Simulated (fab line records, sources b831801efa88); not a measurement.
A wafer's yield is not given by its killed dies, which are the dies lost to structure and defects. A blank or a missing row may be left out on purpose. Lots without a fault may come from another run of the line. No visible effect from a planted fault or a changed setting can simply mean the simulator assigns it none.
Which tool did it? + flow sky130 + 42 wafers from 14 lots sampled at 3 of the route's 708 steps

== WHAT THE GAUGES SHOWED, per wafer ==
SKY_SD_N_RS_MEAS_17: uses a four-point probe to measure.
| lot  | measured     | on           | SD_P_RS (ohm/sq)  |
|------|--------------|--------------|-------------------|
| L885 | day 29 06:28 | filmMetro-02 | 146.8 146.6 146.5 |
| L884 | day 29 07:01 | filmMetro-03 | 147.5 146.9 147.5 |
| L886 | day 29 18:32 | filmMetro-04 | 146.6 146.8 147.0 |
| L888 | day 30 05:07 | filmMetro-03 | 147.2 147.1 147.5 |
| L889 | day 30 15:54 | filmMetro-02 | 147.3 147.0 146.9 |
| L890 | day 30 22:32 | filmMetro-03 | 147.4 148.0 148.0 |
| L891 | day 31 06:43 | filmMetro-02 | 147.0 147.2 147.2 |
| L893 | day 31 12:53 | filmMetro-04 | 146.9 146.8 146.9 |
| L894 | day 31 23:12 | filmMetro-04 | 146.7 146.5 146.0 |
| L903 | day 34 20:25 | filmMetro-04 | 146.7 146.9 146.6 |
| L904 | day 35 02:40 | filmMetro-02 | 147.1 147.0 147.1 |
| L905 | day 35 16:56 | filmMetro-03 | 147.2 147.4 147.1 |
| L906 | day 35 19:28 | filmMetro-04 | 147.1 147.1 146.6 |
| L907 | day 36 00:43 | filmMetro-02 | 147.6 146.5 146.8 |

== WHICH TOOL RAN EACH LOT (tool, then ch and the chambers of the sampled wafers, then the start) ==
| lot  | SKY_LDD_HVN_DEVELOP_06           | SKY_POLY_CUT_ETCH_10              |
|------|----------------------------------|-----------------------------------|
| L885 | lithoTrack-04 ch 0, day 21 13:21 | rieDiel-01 ch 0,1, day 25 12:51   |
| L884 | lithoTrack-01 ch 0, day 21 13:33 | rieDiel-02 ch 0,1,3, day 25 13:40 |
| L886 | lithoTrack-03 ch 0, day 22 04:10 | rieDiel-04 ch 1,2, day 26 02:07   |
| L888 | lithoTrack-03 ch 0, day 22 15:31 | rieDiel-01 ch 0,1,3, day 26 12:39 |
| L889 | lithoTrack-01 ch 0, day 23 03:33 | rieDiel-04 ch 2,3, day 27 00:20   |
| L890 | lithoTrack-04 ch 0, day 23 10:03 | rieDiel-01 ch 0,3, day 27 08:17   |
| L891 | lithoTrack-01 ch 0, day 23 17:45 | rieDiel-01 ch 0,2,3, day 27 16:22 |
| L893 | lithoTrack-04 ch 0, day 24 03:32 | rieDiel-04 ch 0,2, day 27 22:46   |
| L894 | lithoTrack-04 ch 0, day 24 13:18 | rieDiel-01 ch 0,1, day 28 08:01   |
| L903 | lithoTrack-01, day 27 14:22      | rieDiel-04 ch 1,2,3, day 31 08:15 |
| L904 | lithoTrack-04, day 27 21:18      | rieDiel-01 ch 2,3, day 31 15:19   |
| L905 | lithoTrack-01 ch 0, day 28 16:09 | rieDiel-04 ch 0,1,2, day 32 06:41 |
| L906 | lithoTrack-04 ch 0, day 28 17:47 | rieDiel-02 ch 2,3, day 32 09:29   |
| L907 | lithoTrack-01 ch 0, day 28 22:01 | rieDiel-02 ch 0,1,2, day 32 14:17 |
- SKY_LDD_HVN_DEVELOP_06: develop time 60 s.
- SKY_POLY_CUT_ETCH_10: etches BARC in N2/H2, stops on SiO2, time 45.9 s, target depth 60 nm.

== AS READ BY THE TOOLS THEMSELVES (means over the sampled wafers that have a number; for cases with no such wafer, the mark the record gives instead) ==
SKY_LDD_HVN_DEVELOP_06.
| lot  | tool          | chillPlateTempC (C) |
|------|---------------|---------------------|
| L885 | lithoTrack-04 | 23.02               |
| L884 | lithoTrack-01 | 23.02               |
| L886 | lithoTrack-03 | 22.80               |
| L888 | lithoTrack-03 | 22.98               |
| L889 | lithoTrack-01 | 23.01               |
| L890 | lithoTrack-04 | 22.91               |
| L891 | lithoTrack-01 | 23.04               |
| L893 | lithoTrack-04 | 23.13               |
| L894 | lithoTrack-04 | 22.99               |
| L903 | lithoTrack-01 | -                   |
| L904 | lithoTrack-04 | -                   |
| L905 | lithoTrack-01 | 23.04               |
| L906 | lithoTrack-04 | 23.01               |
| L907 | lithoTrack-01 | 22.86               |

SKY_POLY_CUT_ETCH_10.
| lot  | tool       | drypumpMotorCurrentA (A) | oesProductAu (a.u.) | throttleValvePct (%) |
|------|------------|--------------------------|---------------------|----------------------|
| L885 | rieDiel-01 | 5.9                      | 0.854               | 13.226               |
| L884 | rieDiel-02 | 6.0                      | 0.853               | 13.226               |
| L886 | rieDiel-04 | 5.7                      | 0.855               | 13.230               |
| L888 | rieDiel-01 | 5.8                      | 0.848               | 13.228               |
| L889 | rieDiel-04 | 5.6                      | 0.853               | 13.224               |
| L890 | rieDiel-01 | 6.0                      | 0.857               | 13.226               |
| L891 | rieDiel-01 | 5.7                      | 0.849               | 13.231               |
| L893 | rieDiel-04 | 5.5                      | 0.853               | 13.229               |
| L894 | rieDiel-01 | 5.8                      | 0.853               | 13.225               |
| L903 | rieDiel-04 | 5.7                      | 0.853               | 13.222               |
| L904 | rieDiel-01 | 5.6                      | 0.851               | 13.231               |
| L905 | rieDiel-04 | 5.6                      | 0.855               | 13.219               |
| L906 | rieDiel-02 | 6.0                      | 0.855               | 13.215               |
| L907 | rieDiel-02 | 6.3                      | 0.857               | 13.219               |

== THE ANSWER, worked out from the rows above alone ==
Rule: what is usual is taken from the lots themselves. The widest of any qualifying gaps counts: lots, ordered by their means at a reading, are off when they make up no more than a third of the lots, leave a main group of 4 or more, and stand apart from it by 3 or more times the standard deviation of that group's means. The tables above print the reading to a certain number of digits; a main group whose means all agree to those digits is not used. A lot without any number at a reading at which 4 lots or more have one is off too. Where the step has rows for the other lots, those lots are counted as sound. After the gauges, taken in route order, come the tools' own readings; for these a lot's mean is taken, as printed above. At the first step where some lot is off, the reading lying furthest off is the one used; lots without a number count as furthest.
Off: L903, L904, at SKY_LDD_HVN_DEVELOP_06 (chillPlateTempC). Without a number there: L903, L904. For the main group the mean is 22.98 C and the standard deviation 0.085.
If a tool, at that step or one of the process steps before it, ran each lot that is off and ran no sound lot following the first of them, it fits. None of those tried fits.

== WHAT WAS PUT IN BY THE SIMULATOR ==
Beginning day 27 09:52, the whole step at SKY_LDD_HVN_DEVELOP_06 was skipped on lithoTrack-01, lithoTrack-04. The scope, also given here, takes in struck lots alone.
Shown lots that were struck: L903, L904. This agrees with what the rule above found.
